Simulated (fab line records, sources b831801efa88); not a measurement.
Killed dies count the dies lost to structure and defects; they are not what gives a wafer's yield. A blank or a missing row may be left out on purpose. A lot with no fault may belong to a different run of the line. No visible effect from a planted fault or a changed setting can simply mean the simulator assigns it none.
Problem report in the 8D (eight disciplines) form, filled by code || flow sky130 || the parts of the form that need people (team, actions taken, sign-off) are left out

## 1. PROBLEM STATEMENT
Mean of overpolishRunS at SKY_CONTACT_CMP_27: 22.307 s across 6 wafers in 2 lots; on wafers with no fault it is 14.999 s (standard deviation 0.0093). So: +99 or more standard deviations from the usual mean.
The step: polishes, stops on SiO2, t overpolish 15 s, target thk 0 nm.
Seen first at day 34 17:01 on cmp-02, wafer L478.4. At this step, 39 wafers from 13 lots have a number in the record. Rule for "out", or "out of limits": more than 4 standard deviations from the usual mean. The other wafers with a number count as sound.

## 2. WHAT IT IS AND WHAT IT IS NOT
{"question": "which readings at this step", "is": "overpolishRunS", "is not": "retainingRingPressureFrac, slurryFilterDpKPa, timeToEndpointS"}
{"question": "which lots", "is": "L478, L479", "is not": "L470, L471, L485, L486, L487, L488, L489, L490, L491, L492, L493"}
{"question": "which wafers of those lots", "is": "all that have a number", "is not": "-"}
{"question": "read on which tools", "is": "cmp-02", "is not": "cmp-01"}
{"question": "when", "is": "from day 34 17:01", "is not": "up to then (6 sound wafers); but 27 sound wafers of L485, L486, L487, L488, L489, L490, L491, L492, L493 came after"}

## 3. THE SUSPECTS, EACH WITH WHAT RULES IT OUT
Counting: a tool at a process step up to the reading stays a suspect if it ran every lot that is out and no sound lot after the first of them.
- cmp-02 at SKY_CONTACT_CMP_27 (polishes, stops on SiO2, t overpolish 15 s, target thk 0 nm): ruled out as a lasting fault. The sound lots L487, L488, L491 went through it after L478, its earliest lot that is out (day 34 17:01).
Left after counting: nothing in the record.

## 4. THE CAUSE (what the simulator had put in)
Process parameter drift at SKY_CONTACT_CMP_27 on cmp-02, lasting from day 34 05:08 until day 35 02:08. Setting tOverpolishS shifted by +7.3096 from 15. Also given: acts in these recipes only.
Counting ruled it out, wrongly.

## 5. THE CHAIN OF EFFECTS, in route order
Each row: a reading where the mean over the struck wafers with a number is more than 3 standard deviations away from the usual. Readings are gone through only where the record gives a usual standard deviation; hours: the median, over the lots, of the time from a lot's start at the first step in this table giving one to that lot's start at this step; sigmas: the change measured in usual standard deviations.
{"hours": 0, "step": "SKY_CONTACT_CMP_27", "reading": "overpolishRunS", "usual": "14.999 s", "on struck wafers": 22.307, "change": "+7.308", "sigmas": "+99 or more"}
It contains these process steps:
- SKY_CONTACT_CMP_27: polishes, stops on SiO2, t overpolish 15 s, target thk 0 nm.

## 6. WHAT WOULD HAVE CAUGHT IT SOONER
In this record the first reading out of limits was taken at day 34 17:01, 12 hours after the fault began at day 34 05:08.
